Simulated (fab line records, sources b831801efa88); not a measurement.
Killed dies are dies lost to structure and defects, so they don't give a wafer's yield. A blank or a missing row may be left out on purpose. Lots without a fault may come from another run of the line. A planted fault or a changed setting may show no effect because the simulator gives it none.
Which tool did it? | flow gf180mcu | 6 lots, 18 wafers sampled, at 4 steps of a route of 602

WHAT THE GAUGES READ, wafer by wafer
GF_V3_THK_MEAS_03.
lot  | measured     | on            | V3_CVD_02_THK (nm)
L533 | day 22 02:17 | film_metro-03 | 826 860 840
L538 | day 24 00:04 | film_metro-01 | 842 863 867
L543 | day 25 17:15 | film_metro-02 | 832 838 833
L545 | day 26 07:40 | film_metro-03 | 849 865 866
L551 | day 28 04:24 | film_metro-01 | 848 851 860
L554 | day 28 22:55 | film_metro-03 | 859 838 846

WHICH TOOL RAN EACH LOT (tool, then ch and the chambers of the sampled wafers, then the start)
lot  | GF_V2_CVD_23                  | GF_M3_SPUTTER_03             | GF_V3_CVD_02
L533 | cvd_w-02 ch 1, day 21 00:25   | pvd_sputter-04, day 21 01:11 | pecvd-02 ch 0,1,2, day 22 02:13
L538 | cvd_w-01 ch 1, day 22 23:38   | pvd_sputter-03, day 23 00:23 | pecvd-01 ch 0,2, day 23 23:59
L543 | cvd_w-01 ch 0,1, day 24 17:44 | pvd_sputter-03, day 24 18:29 | pecvd-04 ch 0,1,2, day 25 17:11
L545 | cvd_w-02 ch 0, day 25 08:28   | pvd_sputter-01, day 25 09:14 | pecvd-01 ch 1,2, day 26 07:35
L551 | cvd_w-01 ch 0,1, day 27 06:15 | pvd_sputter-04, day 27 07:01 | pecvd-01 ch 1,2, day 28 04:19
L554 | cvd_w-01 ch 0,1, day 28 01:50 | pvd_sputter-04, day 28 02:35 | pecvd-01 ch 0,1, day 28 22:51
- GF_V2_CVD_23: deposits W, target thk 350 nm, time 104.94 s.
- GF_M3_SPUTTER_03: material Ti, target thk 10 nm, time 6.7 s.
- GF_V3_CVD_02: deposits SiO2 from TEOS, target thk 850 nm, time 94.851 s.

THE ANSWER, worked out from the rows above alone
Rule: what is usual is taken from the lots themselves. Put in order of their means at a reading, lots are off if they are a third of the lots or fewer, leave a main group of 4 or more, and stand apart from it by a gap of 3 or more times the standard deviation of the main group's means; of several such gaps the widest counts. A main group whose means are all the same, to the digits that the tables above print for the reading, isn't used. A lot without any number at a reading at which 4 lots or more have one is off too. The other lots that the step has rows for count as sound.
No lot is off at any reading shown: from this, nothing can be told.

WHAT THE SIMULATOR HAD PUT IN
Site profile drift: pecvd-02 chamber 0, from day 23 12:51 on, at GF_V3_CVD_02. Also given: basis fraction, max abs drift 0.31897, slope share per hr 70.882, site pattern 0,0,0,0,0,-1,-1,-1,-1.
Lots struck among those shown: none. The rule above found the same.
